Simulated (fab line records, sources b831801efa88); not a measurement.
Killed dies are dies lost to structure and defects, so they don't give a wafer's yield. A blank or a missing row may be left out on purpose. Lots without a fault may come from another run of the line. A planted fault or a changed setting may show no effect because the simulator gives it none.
fab line records | flow sky130
record lots=24 wafers=72 last_day=50
route steps=708 shown CONTACT@421 VIA1@478 METAL3@566 VIA4@640 PASSIVATION@684
lots that met no fault: from a run of the same line without faults
start_h: hours from the record's first day to the start of the lot's first wafer shown | wait_h: hours since the lot's step before | " the same as in the row above | L1.1+2: a row that stands for several wafers | - no value, or no start given | * or withheld: withheld | < > ~ a bound
route shown NAME@n: a module of which the file shows steps, and the number in the route of the first | usual: mean/standard deviation of fault-free wafers | same: alike in all rows | chamber/n: place in a boat | sites: the reading at each site | _std_site: their standard deviation | _edge_site: outer sites' mean less inner sites' | radius_mm: how far each site lies from the wafer's centre | mask NAME#n: copy n | behind: the tool/chamber that last shaped the wafer | hold: why the lot was held/for how many hours/how that ended | device: the transistor (n, p or np) that didn't switch | end of line: the same wafers' tests at the end of the route | a step without rows: its recipe alone | killed: dies lost to structure and defects at the first sort, not the wafer's yield | map: a wafer's dies, x killed, . not, _ none there
set.NAME: the setting as run; set.NAME@STEP: as run at that earlier step | model.NAME: the simulator's own value behind a step, which no gauge read
steps of the route over a sample of lots; a table a step, a row a wafer
services: from which hour (start_h, from the record's first day; less than 0 if before it) a tool's chamber was out of use, for how many hours, and why
## steps
# step SKY_CONTACT_OVL_MEAS_15
# usual CONTACT_OVL=2/5.5
# columns lot.wafer tool chamber start_h wait_h CONTACT_OVL[nm]
L074.2 overlay-01 - 732.43 0.1 8
L074.4 " - " " 7
L074.5 " - " " 6
L075.1 overlay-02 - 748.23 0.1 6
L075.4 " - " " 1
L075.6 " - " " 2
L076.3 overlay-01 - 754.99 0.1 1
L076.4 " - " " 5
L076.5 " - " " 7
L077.1 overlay-01 - 764.87 0.1 3
L077.4 " - " " -2
L077.5 " - " " 7
L078.4 overlay-01 - 779.79 0.1 7
L078.5 " - " " 4
L078.6 " - " " 7
L079.2 overlay-02 - 787.83 0.1 4
L079.4 " - " " 7
L079.6 " - " " 5
L080.1 overlay-01 - 796.48 0.1 2
L080.5 " - " " 0
L080.6 " - " " 6
L081.1 overlay-01 - 797.78 0.1 9
L081.2 " - " " 1
L081.5 " - " " 10
L082.1 overlay-01 - 806.33 0.1 0
L082.3 " - " " 4
L082.5 " - " " -4
L083.4 overlay-02 - 812.49 0.1 10
L083.5 " - " " 10
L083.6 " - " " 12
L084.1 overlay-01 - 826.03 0.1 -3
L084.3 " - " " -8
L084.4 " - " " -8
L085.2 overlay-01 - 829.09 0.1 -4
L085.3 " - " " -5
L085.6 " - " " -12
L086.1 overlay-02 - 837.12 0.1 6
L086.4 " - " " -2
L086.6 " - " " 1
L087.1 overlay-02 - 842.17 0.1 1
L087.2 " - " " 6
L087.4 " - " " -5
L088.2 overlay-02 - 848.74 0.1 9
L088.4 " - " " 6
L088.5 " - " " 7
L089.3 overlay-01 - 855.04 0.1 5
L089.5 " - " " 2
L089.6 " - " " 6
L090.1 overlay-01 - 858.72 0.1 4
L090.4 " - " " -3
L090.5 " - " " 1
L091.2 overlay-02 - 866.44 0.1 6
L091.3 " - " " 5
L091.6 " - " " 7
L092.1 overlay-01 - 878.83 0.1 8
L092.2 " - " " 3
L092.3 " - " " 10
L093.1 overlay-02 - 883.13 0.1 0
L093.3 " - " " 0
L093.5 " - " " 2
L094.1 overlay-02 - 889.78 0.1 2
L094.4 " - " " 3
L094.6 " - " " -3
L095.2 overlay-01 - 899.73 0.1 -2
L095.3 " - " " 3
L095.6 " - " " 2
L096.1 overlay-01 - 902.18 0.1 -3
L096.2 " - " " -8
L096.3 " - " " -14
L097.4 overlay-02 - 908.60 0.1 -4
L097.5 " - " " -1
L097.6 " - " " -11
# step SKY_VIA1_SPUTTER_20
# recipe material=TiN target_thk_nm=20 chamber_pressure_pa=5 power_w=4000 time_s=80
# usual chamber_pressure_pa=5.001/0.0097 throttle_valve_pct=29.8/1.2
# columns lot.wafer tool chamber start_h wait_h chamber_pressure_pa throttle_valve_pct
L074.2 pvd_sputter-03 - 790.43 0.0 5.013 29.0
L074.4 " - " " 5.002 28.5
L074.5 " - " " 5.009 31.9
L075.1 pvd_sputter-03 - 805.95 0.0 5.003 29.1
L075.4 " - " " 5.015 29.0
L075.6 " - " " 4.995 31.8
L076.3 pvd_sputter-03 - 812.10 0.0 4.973 28.4
L076.4 " - " " 4.992 29.1
L076.5 " - " " 4.977 28.7
L077.1 pvd_sputter-04 - 822.29 0.0 5.016 31.8
L077.4 " - " " 4.998 29.9
L077.5 " - " " 4.998 29.6
L078.4 pvd_sputter-03 - 837.02 0.0 5.002 28.9
L078.5 " - " " 5.003 28.7
L078.6 " - " " 4.991 31.9
L079.2 pvd_sputter-03 - 845.68 0.0 4.989 28.9
L079.4 " - " " 5.006 29.1
L079.6 " - " " 5.002 28.8
L080.1 pvd_sputter-04 - 853.19 0.0 5.006 31.7
L080.5 " - " " 5.011 31.9
L080.6 " - " " 4.994 29.6
L081.1 pvd_sputter-01 - 853.33 0.0 4.994 28.8
L081.2 " - " " 5.009 28.3
L081.5 " - " " 5.005 29.1
L082.1 pvd_sputter-03 - 863.37 0.0 4.996 29.0
L082.3 " - " " 4.989 28.5
L082.5 " - " " 5.002 28.9
L083.4 pvd_sputter-04 - 868.36 0.0 5.004 29.7
L083.5 " - " " 5.012 31.8
L083.6 " - " " 5.003 29.9
L084.1 pvd_sputter-03 - 883.74 0.0 4.994 29.1
L084.3 " - " " 5.005 29.1
L084.4 " - " " 4.986 28.5
L085.2 pvd_sputter-04 - 885.39 0.0 4.998 29.8
L085.3 " - " " 5.006 29.8
L085.6 " - " " 4.999 29.8
L086.1 pvd_sputter-01 - 893.24 0.0 5.005 30.5
L086.4 " - " " 4.997 28.1
L086.6 " - " " 5.008 30.2
L087.1 pvd_sputter-03 - 898.71 0.0 5.003 31.9
L087.2 " - " " 5.007 29.1
L087.4 " - " " 4.999 28.6
L088.2 pvd_sputter-01 - 904.65 0.0 5.019 30.4
L088.4 " - " " 4.995 30.1
L088.5 " - " " 4.995 30.5
L089.3 pvd_sputter-01 - 910.74 0.0 4.995 30.3
L089.5 " - " " 4.991 30.2
L089.6 " - " " 5.002 30.2
L090.1 pvd_sputter-03 - 913.88 0.0 4.998 29.3
L090.4 " - " " 5.022 28.5
L090.5 " - " " 4.988 28.9
L091.2 pvd_sputter-04 - 921.01 0.0 4.997 29.8
L091.3 " - " " 4.999 29.7
L091.6 " - " " 4.984 29.8
L092.1 pvd_sputter-01 - 933.55 0.0 5.003 30.3
L092.2 " - " " 5.012 30.5
L092.3 " - " " 5.011 28.1
L093.1 pvd_sputter-04 - 936.62 0.0 4.988 29.8
L093.3 " - " " 5.003 31.6
L093.5 " - " " 5.012 29.5
L094.1 pvd_sputter-03 - 944.40 0.0 5.004 32.3
L094.4 " - " " 4.998 28.6
L094.6 " - " " 4.998 28.8
L095.2 pvd_sputter-01 - 953.43 0.0 4.996 30.1
L095.3 " - " " 5.012 30.3
L095.6 " - " " 5.008 29.0
L096.1 pvd_sputter-03 - 955.92 0.0 5.016 28.5
L096.2 " - " " 5.022 28.9
L096.3 " - " " 4.989 32.1
L097.4 pvd_sputter-01 - 961.87 0.0 5.002 30.2
L097.5 " - " " 4.985 28.9
L097.6 " - " " 5.015 30.3
# step SKY_METAL3_ETCH_16
# recipe chemistry=N2/H2 target=BARC ion_energy_ev=200 bias_w=100 pressure_mtorr=30 n2_flow_sccm=100 h2_flow_sccm=200 icp_w=500 stop_on=SiO2 time_s=88.2 target_depth_a=600
# usual drypump_motor_current_A=5.7/0.71 h2_flow_sccm=200.0/0.58 n2_flow_sccm=100.0/0.3 oes_product_au=0.626/0.0036 throttle_valve_pct=13.204/0.0091
# columns lot.wafer tool chamber start_h wait_h drypump_motor_current_A h2_flow_sccm n2_flow_sccm oes_product_au rf_hours_counter_h throttle_valve_pct
L074.2 rie_metal-01 0 900.14 0.0 5.3 200.5 100.2 0.627 7 13.204
L074.4 " 0 " " 5.2 200.2 100.4 0.624 - 13.191
L074.5 " 1 " " 4.9 200.2 100.4 0.621 - 13.209
L075.1 rie_metal-01 0 914.62 0.0 5.3 199.7 99.7 0.631 7 13.219
L075.4 " 0 " " 5.3 199.4 99.6 0.625 - 13.203
L075.6 " 1 " " 4.8 199.9 99.7 0.624 - 13.206
L076.3 rie_metal-04 0 919.80 0.0 5.5 200.9 100.1 0.626 - 13.207
L076.4 " 1 " " 6.8 199.0 100.1 0.629 - 13.195
L076.5 " 1 " " 6.8 200.1 99.9 0.623 - 13.208
L077.1 rie_metal-04 1 930.84 0.0 6.8 200.2 100.2 0.620 12 13.199
L077.4 " 0 " " 5.5 199.5 100.1 0.630 - 13.196
L077.5 " 0 " " 5.5 199.6 100.1 0.627 - 13.216
L078.4 rie_metal-02 1 944.62 0.1 6.4 200.6 99.4 0.628 - 13.199
L078.5 " 1 " " 6.4 200.2 99.6 0.626 - 13.223
L078.6 " 1 " " 6.4 199.6 99.1 0.624 - 13.202
L079.2 rie_metal-01 0 953.43 0.0 5.2 200.1 100.4 0.627 9 13.204
L079.4 " 0 " " 5.2 199.1 99.9 0.624 - 13.212
L079.6 " 0 " " 5.3 199.4 100.2 0.622 - 13.192
L081.1 rie_metal-01 0 958.00 0.0 5.3 199.7 100.0 0.621 9 13.214
L081.2 " 1 " " 4.9 201.0 100.3 0.624 15 13.204
L081.5 " 0 " " 5.2 199.7 99.7 0.625 - 13.198
L080.1 rie_metal-04 1 959.37 0.0 6.8 200.5 100.2 0.623 14 13.213
L080.5 " 1 " " 6.8 201.0 100.6 0.630 - 13.213
L080.6 " 0 " " 5.5 200.5 100.4 0.631 - 13.214
L082.1 rie_metal-01 1 968.92 0.0 4.9 200.1 99.7 0.621 15 13.206
L082.3 " 0 " " 5.3 200.1 100.5 0.629 - 13.198
L082.5 " 1 " " 4.9 198.9 100.0 0.624 - 13.213
L083.4 rie_metal-01 1 972.13 0.0 4.9 199.9 100.3 0.624 - 13.240
L083.5 " 0 " " 5.3 199.6 100.1 0.623 - 13.190
L083.6 " 1 " " 4.8 199.6 99.8 0.623 - 13.210
L084.1 rie_metal-04 0 987.57 0.0 5.5 200.1 99.8 0.627 18 13.201
L084.3 " 0 " " 5.5 198.9 100.2 0.628 - 13.195
L084.4 " 1 " " 6.8 200.9 99.7 0.622 - 13.196
L085.2 rie_metal-04 0 989.47 0.0 5.5 200.2 99.7 0.629 18 13.216
L085.3 " 0 " " 5.5 199.9 99.6 0.627 - 13.192
L085.6 " 0 " " 5.5 199.5 100.1 0.623 - 13.211
L086.1 rie_metal-04 0 997.15 0.0 5.5 200.7 99.8 0.625 18 13.201
L086.4 " 1 " " 6.8 199.6 99.9 0.626 - 13.191
L086.6 " 1 " " 6.8 199.8 99.5 0.622 - 13.223
L087.1 rie_metal-04 1 1001.79 0.0 6.8 200.0 100.2 0.634 16 13.207
L087.2 " 0 " " 5.5 199.8 100.0 0.623 19 13.199
L087.4 " 0 " " 5.5 199.1 100.1 0.631 - 13.209
L088.2 rie_metal-01 1 1007.59 0.0 4.9 199.3 100.1 0.630 18 13.194
L088.4 " 1 " " 4.9 200.2 100.0 0.627 - 13.206
L088.5 " 0 " " 5.3 199.5 99.6 0.614 - 13.203
L089.3 rie_metal-02 0 1013.62 0.0 6.0 201.0 100.5 0.628 - 13.205
L089.5 " 0 " " 6.0 200.7 100.6 0.626 - 13.189
L089.6 " 1 " " 6.4 199.3 99.8 0.619 - 13.201
L090.1 rie_metal-04 1 1015.67 0.0 6.8 201.2 99.9 0.620 17 13.202
L090.4 " 1 " " 6.8 199.9 100.4 0.630 - 13.223
L090.5 " 1 " " 6.8 201.2 99.4 0.623 - 13.197
L091.2 rie_metal-04 1 1023.47 0.0 6.8 199.7 100.0 0.624 17 13.204
L091.3 " 1 " " 6.8 200.3 100.3 0.630 - 13.195
L091.6 " 1 " " 6.8 200.7 100.2 0.629 - 13.206
L092.1 rie_metal-01 1 1034.49 0.0 4.9 199.7 100.1 0.631 20 13.198
L092.2 " 0 " " 5.3 202.2 100.6 0.626 14 13.212
L092.3 " 0 " " 5.3 200.4 100.7 0.624 - 13.192
L093.1 rie_metal-01 0 1038.77 0.0 5.3 200.6 99.6 0.619 14 13.202
L093.3 " 1 " " 4.9 200.0 100.1 0.627 - 13.205
L093.5 " 0 " " 5.3 200.4 99.7 0.628 - 13.207
L094.1 rie_metal-01 0 1044.89 0.0 5.3 199.4 99.7 0.629 15 13.213
L094.4 " 0 " " 5.2 199.5 100.0 0.629 - 13.215
L094.6 " 0 " " 5.3 200.0 99.6 0.626 - 13.194
L095.2 rie_metal-02 1 1052.90 0.0 6.3 199.7 99.8 0.631 15 13.199
L095.3 " 1 " " 6.4 200.3 99.6 0.622 - 13.208
L095.6 " 0 " " 6.0 200.4 99.9 0.626 - 13.211
L096.1 rie_metal-02 0 1055.04 0.0 6.0 199.7 100.2 0.630 19 13.206
L096.2 " 1 " " 6.4 200.8 100.3 0.628 15 13.214
L096.3 " 0 " " 6.0 200.7 99.8 0.630 - 13.199
L097.4 rie_metal-04 1 1059.98 0.0 6.8 199.5 99.3 0.630 - 13.213
L097.5 " 0 " " 5.5 200.0 99.7 0.628 - 13.214
L097.6 " 1 " " 6.8 200.0 99.9 0.624 - 13.210
# step SKY_VIA4_THK_MEAS_01
# recipe reads=SiO2_of_VIA4_HDPCVD_00
# usual VIA4_HDPCVD_THK=1755/16
# columns lot.wafer tool chamber start_h wait_h VIA4_HDPCVD_THK[nm]
L074.2 film_metro-02 - 980.73 0.1 1769
L074.4 " - " " 1783
L074.5 " - " " 1734
L075.1 film_metro-01 - 993.62 0.1 1761
L075.4 " - " " 1743
L075.6 " - " " 1758
L076.3 film_metro-01 - 998.62 0.1 1729
L076.4 " - " " 1742
L076.5 " - " " 1745
L077.1 film_metro-04 - 1009.54 0.1 1748
L077.4 " - " " 1799
L077.5 " - " " 1752
L078.4 film_metro-02 - 1023.61 0.0 1753
L078.5 " - " " 1748
L078.6 " - " " 1768
L079.2 film_metro-04 - 1031.13 0.1 1745
L079.4 " - " " 1755
L079.6 " - " " 1734
L081.1 film_metro-02 - 1035.12 0.1 1767
L081.2 " - " " 1742
L081.5 " - " " 1772
L080.1 film_metro-01 - 1035.82 0.1 1754
L080.5 " - " " 1767
L080.6 " - " " 1758
L082.1 film_metro-01 - 1044.72 0.2 1731
L082.3 " - " " 1740
L082.5 " - " " 1721
L083.4 film_metro-01 - 1047.91 0.0 1761
L083.5 " - " " 1739
L083.6 " - " " 1768
L084.1 film_metro-02 - 1062.63 0.1 1773
L084.3 " - " " 1765
L084.4 " - " " 1775
L085.2 film_metro-01 - 1063.79 0.1 1729
L085.3 " - " " 1747
L085.6 " - " " 1729
L086.1 film_metro-02 - 1071.74 0.1 1770
L086.4 " - " " 1757
L086.6 " - " " 1756
L087.1 film_metro-02 - 1075.35 0.1 1743
L087.2 " - " " 1745
L087.4 " - " " 1745
L088.2 film_metro-02 - 1079.49 0.1 1765
L088.4 " - " " 1735
L088.5 " - " " 1751
L089.3 film_metro-02 - 1086.50 0.1 1757
L089.5 " - " " 1747
L089.6 " - " " 1764
L090.1 film_metro-02 - 1087.07 0.1 1756
L090.4 " - " " 1733
L090.5 " - " " 1747
L091.2 film_metro-04 - 1093.63 0.1 1733
L091.3 " - " " 1750
L091.6 " - " " 1739
L092.1 film_metro-04 - 1102.56 0.1 1751
L092.2 " - " " 1745
L092.3 " - " " 1767
L093.1 film_metro-01 - 1105.85 0.1 1770
L093.3 " - " " 1778
L093.5 " - " " 1783
L094.1 film_metro-04 - 1111.26 0.1 1777
L094.4 " - " " 1751
L094.6 " - " " 1749
L095.2 film_metro-02 - 1117.55 0.1 1733
L095.3 " - " " 1771
L095.6 " - " " 1756
L096.1 film_metro-02 - 1120.33 0.1 1754
L096.2 " - " " 1759
L096.3 " - " " 1745
L097.4 film_metro-04 - 1125.54 0.0 1754
L097.5 " - " " 1760
L097.6 " - " " 1777
# step SKY_VIA4_SPUTTER_17
# recipe material=TiN target_thk_nm=20 chamber_pressure_pa=5 power_w=4000 time_s=80
# usual chamber_pressure_pa=5.000/0.01 throttle_valve_pct=29.8/1.2
# columns lot.wafer tool chamber start_h wait_h chamber_pressure_pa throttle_valve_pct
L074.2 pvd_sputter-01 - 1005.17 0.0 4.995 28.8
L074.4 " - " " 4.985 30.4
L074.5 " - " " 5.002 29.1
L075.1 pvd_sputter-04 - 1018.44 0.0 5.007 31.7
L075.4 " - " " 5.001 29.7
L075.6 " - " " 4.998 31.7
L076.3 pvd_sputter-03 - 1023.34 0.0 4.974 28.8
L076.4 " - " " 5.004 31.8
L076.5 " - " " 4.985 29.2
L077.1 pvd_sputter-01 - 1034.19 0.0 4.997 28.9
L077.4 " - " " 4.996 28.1
L077.5 " - " " 5.009 29.0
L078.4 pvd_sputter-03 - 1046.96 0.0 4.992 32.1
L078.5 " - " " 4.990 32.2
L078.6 " - " " 4.990 29.0
L079.2 pvd_sputter-03 - 1054.51 0.0 5.007 28.2
L079.4 " - " " 5.000 29.2
L079.6 " - " " 4.998 29.1
L081.1 pvd_sputter-03 - 1058.06 0.0 5.019 31.8
L081.2 " - " " 4.997 28.9
L081.5 " - " " 5.000 32.0
L080.1 pvd_sputter-03 - 1059.10 0.0 5.008 28.6
L080.5 " - " " 4.993 29.1
L080.6 " - " " 4.989 28.7
L082.1 pvd_sputter-03 - 1067.51 0.0 4.994 31.9
L082.3 " - " " 4.988 29.3
L082.5 " - " " 4.999 28.6
L083.4 pvd_sputter-03 - 1071.06 0.0 4.998 28.9
L083.5 " - " " 5.004 28.5
L083.6 " - " " 5.006 32.0
L084.1 pvd_sputter-01 - 1084.46 0.0 4.994 30.5
L084.3 " - " " 4.987 30.2
L084.4 " - " " 4.990 28.5
L085.2 pvd_sputter-04 - 1085.37 0.0 4.993 29.6
L085.3 " - " " 5.013 29.4
L085.6 " - " " 5.000 29.5
L086.1 pvd_sputter-04 - 1093.62 0.0 5.005 30.0
L086.4 " - " " 5.008 29.9
L086.6 " - " " 5.005 31.8
L087.1 pvd_sputter-03 - 1096.34 0.0 4.994 29.1
L087.2 " - " " 4.990 31.7
L087.4 " - " " 4.994 28.4
L088.2 pvd_sputter-04 - 1098.89 0.0 4.993 29.9
L088.4 " - " " 5.022 29.5
L088.5 " - " " 4.987 30.0
L089.3 pvd_sputter-04 - 1107.41 0.0 4.999 29.4
L089.5 " - " " 4.998 31.8
L089.6 " - " " 4.999 29.7
L090.1 pvd_sputter-01 - 1108.91 0.0 4.989 28.3
L090.4 " - " " 4.999 30.4
L090.5 " - " " 5.004 30.4
L091.2 pvd_sputter-01 - 1116.73 0.0 5.004 30.4
L091.3 " - " " 5.016 28.4
L091.6 " - " " 5.004 30.2
L092.1 pvd_sputter-03 - 1123.76 0.0 4.982 28.9
L092.2 " - " " 4.999 28.5
L092.3 " - " " 4.997 29.3
L093.1 pvd_sputter-01 - 1126.23 0.0 5.008 30.4
L093.3 " - " " 4.999 28.2
L093.5 " - " " 4.989 28.2
L094.1 pvd_sputter-03 - 1131.56 0.0 4.997 28.9
L094.4 " - " " 5.008 28.6
L094.6 " - " " 5.014 28.7
L095.2 pvd_sputter-03 - 1137.46 0.0 4.998 32.1
L095.3 " - " " 5.006 28.6
L095.6 " - " " 5.002 31.6
L096.1 pvd_sputter-01 - 1141.26 0.0 5.017 28.2
L096.2 " - " " 4.984 30.4
L096.3 " - " " 5.009 29.0
L097.4 pvd_sputter-03 - 1145.05 0.0 4.989 28.7
L097.5 " - " " 4.989 32.0
L097.6 " - " " 5.001 28.9
# step SKY_PASSIVATION_THK_MEAS_03
# recipe reads=Si3N4_of_PASSIVATION_CVD_02
# usual PASSIVATION_CVD_02_THK=539/8.2
# columns lot.wafer tool chamber start_h wait_h PASSIVATION_CVD_02_THK[nm]
L074.2 film_metro-01 - 1031.67 - 538
L074.4 " - " " 540
L074.5 " - " " 536
L075.1 film_metro-04 - 1043.54 - 537
L075.4 " - " " 556
L075.6 " - " " 545
L076.3 film_metro-03 - 1047.95 - 521
L076.4 " - " " 537
L076.5 " - " " 533
L077.1 film_metro-01 - 1057.79 - 536
L077.4 " - " " 549
L077.5 " - " " 553
L078.4 film_metro-01 - 1070.64 - 534
L078.5 " - " " 535
L078.6 " - " " 542
L079.2 film_metro-04 - 1078.16 - 542
L079.4 " - " " 536
L079.6 " - " " 551
L081.1 film_metro-01 - 1081.79 - 538
L081.2 " - " " 537
L081.5 " - " " 552
L080.1 film_metro-04 - 1082.92 - 533
L080.5 " - " " 541
L080.6 " - " " 544
L082.1 film_metro-03 - 1090.53 - 531
L082.3 " - " " 538
L082.5 " - " " 536
L083.4 film_metro-01 - 1094.02 - 551
L083.5 " - " " 544
L083.6 " - " " 548
L084.1 film_metro-03 - 1107.86 - 531
L084.3 " - " " 529
L084.4 " - " " 536
L085.2 film_metro-03 - 1108.17 - 544
L085.3 " - " " 542
L085.6 " - " " 550
L086.1 film_metro-01 - 1117.52 - 530
L086.4 " - " " 550
L086.6 " - " " 539
L087.1 film_metro-01 - 1120.50 - 542
L087.2 " - " " 527
L087.4 " - " " 540
L088.2 film_metro-01 - 1122.93 - 539
L088.4 " - " " 541
L088.5 " - " " 538
L089.3 film_metro-04 - 1129.40 - 555
L089.5 " - " " 560
L089.6 " - " " 552
L090.1 film_metro-03 - 1130.73 - 526
L090.4 " - " " 533
L090.5 " - " " 529
L091.2 film_metro-01 - 1138.04 - 532
L091.3 " - " " 536
L091.6 " - " " 550
L092.1 film_metro-03 - 1144.90 - 532
L092.2 " - " " 541
L092.3 " - " " 536
L093.1 film_metro-04 - 1147.21 - 531
L093.3 " - " " 540
L093.5 " - " " 544
L094.1 film_metro-04 - 1152.11 - 532
L094.4 " - " " 541
L094.6 " - " " 539
L095.2 film_metro-03 - 1158.79 - 525
L095.3 " - " " 528
L095.6 " - " " 539
L096.1 film_metro-04 - 1161.81 - 546
L096.2 " - " " 541
L096.3 " - " " 536
L097.4 film_metro-01 - 1164.86 - 536
L097.5 " - " " 541
L097.6 " - " " 549
## services
# columns tool chamber start_h hours kind
pvd_sputter-04 - 793.10 5.7 repair
pvd_sputter-01 - 836.52 16.7 repair
rie_metal-01 0 850.49 3.7 repair
rie_metal-04 - 855.53 6.7 repair
pvd_sputter-04 - 857.26 1.2 repair
rie_metal-01 - 883.66 4.3 pm
pvd_sputter-03 1 893.34 - consumable_replace:kit
pvd_sputter-03 1 893.34 18.0 scheduled_down
pvd_sputter-03 1 893.34 18.0 vent_cycle
rie_metal-02 0 936.27 11.3 repair
rie_metal-01 1 936.99 5.2 repair
rie_metal-01 - 943.99 0.8 repair
pvd_sputter-01 - 973.72 3.7 repair
rie_metal-02 - 1028.71 2.8 pm
pvd_sputter-04 - 1029.03 4.7 repair
pvd_sputter-01 - 1043.98 1.0 repair
rie_metal-01 - 1059.48 1.4 pm
pvd_sputter-03 0 1084.58 - consumable_replace:kit
pvd_sputter-03 0 1084.58 18.0 scheduled_down
pvd_sputter-03 0 1084.58 18.0 vent_cycle
rie_metal-04 - 1087.69 2.8 pm
rie_metal-02 - 1090.11 1.2 repair
rie_metal-01 1 1096.92 15.7 repair
rie_metal-01 1 1130.28 15.6 repair
## key
fault none
